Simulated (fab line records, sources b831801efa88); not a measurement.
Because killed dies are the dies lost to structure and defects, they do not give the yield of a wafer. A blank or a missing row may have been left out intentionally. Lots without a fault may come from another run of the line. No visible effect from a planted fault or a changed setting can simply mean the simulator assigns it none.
Commonality check across tools / flow sky130 / 13 lots, 39 wafers sampled

## REASON IT WAS OPENED
At SKY_POLY_GATE_CD_MEAS_13 the reading cd nm is flagged on 1 of 13 lots. Wafers without a fault read 149.9 nm, standard deviation 1.5.
Rule: a lot is flagged when every wafer of it that has a number lies more than 4 standard deviations from that mean, or none has a number. As for the other lots, they are considered sound.

lot=L156; measured=day 17 11:12; on=cd sem-01; cd nm (nm), wafer by wafer=150.1 149.3 149.8; flag=
lot=L155; measured=day 17 12:20; on=cd sem-02; cd nm (nm), wafer by wafer=150.6 151.6 151.8; flag=
lot=L159; measured=day 18 13:00; on=cd sem-01; cd nm (nm), wafer by wafer=152.6 151.8 151.6; flag=
lot=L160; measured=day 18 23:32; on=cd sem-01; cd nm (nm), wafer by wafer=150.4 148.4 149.8; flag=
lot=L161; measured=day 19 07:51; on=cd sem-01; cd nm (nm), wafer by wafer=149.6 150.1 148.0; flag=
lot=L162; measured=day 19 17:03; on=cd sem-01; cd nm (nm), wafer by wafer=149.3 148.4 148.9; flag=
lot=L166; measured=day 20 19:41; on=cd sem-02; cd nm (nm), wafer by wafer=152.2 151.0 150.7; flag=
lot=L167; measured=day 21 16:03; on=cd sem-02; cd nm (nm), wafer by wafer=148.8 148.4 148.3; flag=
lot=L169; measured=day 22 06:48; on=cd sem-02; cd nm (nm), wafer by wafer=150.9 150.3 151.2; flag=
lot=L170; measured=day 22 09:42; on=cd sem-01; cd nm (nm), wafer by wafer=149.3 147.6 147.4; flag=
lot=L171; measured=day 22 13:06; on=cd sem-01; cd nm (nm), wafer by wafer=171.0 170.7 171.4; flag=FLAGGED
lot=L177; measured=day 24 22:18; on=cd sem-02; cd nm (nm), wafer by wafer=148.9 149.6 150.3; flag=
lot=L178; measured=day 25 02:37; on=cd sem-02; cd nm (nm), wafer by wafer=150.1 149.4 147.7; flag=
Average over the flagged lots: 171.0 nm; offset from the usual +21.1 nm, equal to +14 standard deviations.

## WHICH TOOL EACH LOT WENT THROUGH
The record keeps 1 process step preceding the reading, out of 708 steps on the route. Read each cell as the tool, then ch plus the chambers that the sampled wafers visited, then the start.
lot=L156; flag=; SKY_POLY_GATE_EXPOSE_10=krf scanner-02 ch 0, day 16 20:55
lot=L155; flag=; SKY_POLY_GATE_EXPOSE_10=krf scanner-01 ch 0, day 16 22:01
lot=L159; flag=; SKY_POLY_GATE_EXPOSE_10=krf scanner-01 ch 0, day 17 21:53
lot=L160; flag=; SKY_POLY_GATE_EXPOSE_10=krf scanner-01 ch 0, day 18 08:05
lot=L161; flag=; SKY_POLY_GATE_EXPOSE_10=krf scanner-02 ch 0, day 18 16:03
lot=L162; flag=; SKY_POLY_GATE_EXPOSE_10=krf scanner-02 ch 0, day 19 01:57
lot=L166; flag=; SKY_POLY_GATE_EXPOSE_10=krf scanner-01 ch 0, day 20 04:13
lot=L167; flag=; SKY_POLY_GATE_EXPOSE_10=krf scanner-01 ch 0, day 21 00:21
lot=L169; flag=; SKY_POLY_GATE_EXPOSE_10=krf scanner-01 ch 0, day 21 15:49
lot=L170; flag=; SKY_POLY_GATE_EXPOSE_10=krf scanner-01 ch 0, day 21 18:37
lot=L171; flag=FLAGGED; SKY_POLY_GATE_EXPOSE_10=krf scanner-01 ch 0, day 21 21:56
lot=L177; flag=; SKY_POLY_GATE_EXPOSE_10=krf scanner-02 ch 0, day 24 07:04
lot=L178; flag=; SKY_POLY_GATE_EXPOSE_10=krf scanner-02 ch 0, day 24 11:52
What the steps here do:
- SKY_POLY_GATE_EXPOSE_10: exposes mask P1M, target cd 150 nm.
- SKY_POLY_GATE_CD_MEAS_13: target cd 150 nm.

## FLAGGED AGAINST TOTAL, ONE TOOL AT A TIME (gauges that did the reading follow at the end)
step=SKY_POLY_GATE_EXPOSE_10; tool=krf scanner-01; lots run=8; flagged=1; share of the flagged lots=all; sound lots run after its first flagged lot=0
step=SKY_POLY_GATE_EXPOSE_10; tool=krf scanner-02; lots run=5; flagged=0; share of the flagged lots=none; sound lots run after its first flagged lot=-
step=SKY_POLY_GATE_CD_MEAS_13; tool=cd sem-01; lots run=7; flagged=1; share of the flagged lots=all; sound lots run after its first flagged lot=0
step=SKY_POLY_GATE_CD_MEAS_13; tool=cd sem-02; lots run=6; flagged=0; share of the flagged lots=none; sound lots run after its first flagged lot=-

## WHAT THE TABLE PERMITS
2 rows of the table ran every flagged lot: krf scanner-01 at SKY_POLY_GATE_EXPOSE_10, cd sem-01 at SKY_POLY_GATE_CD_MEAS_13.
- krf scanner-01 at SKY_POLY_GATE_EXPOSE_10 ran 8 lots, 1 of them flagged. It ran its last sound lot, L170, at day 21 18:37 and its first flagged lot, L171, at day 21 21:56: a fault with its onset between the two fits.
- cd sem-01 at SKY_POLY_GATE_CD_MEAS_13 ran 7 lots, 1 of them flagged. It ran its last sound lot, L170, at day 22 09:42 and its first flagged lot, L171, at day 22 13:06: a fault with its onset between the two fits.
Counting lots can't tell these 2 tools apart, because each fits a fault that began at some hour. More lots, or a look at what each step does to the wafer, might.

## WHAT THE SIMULATOR HAD PUT IN
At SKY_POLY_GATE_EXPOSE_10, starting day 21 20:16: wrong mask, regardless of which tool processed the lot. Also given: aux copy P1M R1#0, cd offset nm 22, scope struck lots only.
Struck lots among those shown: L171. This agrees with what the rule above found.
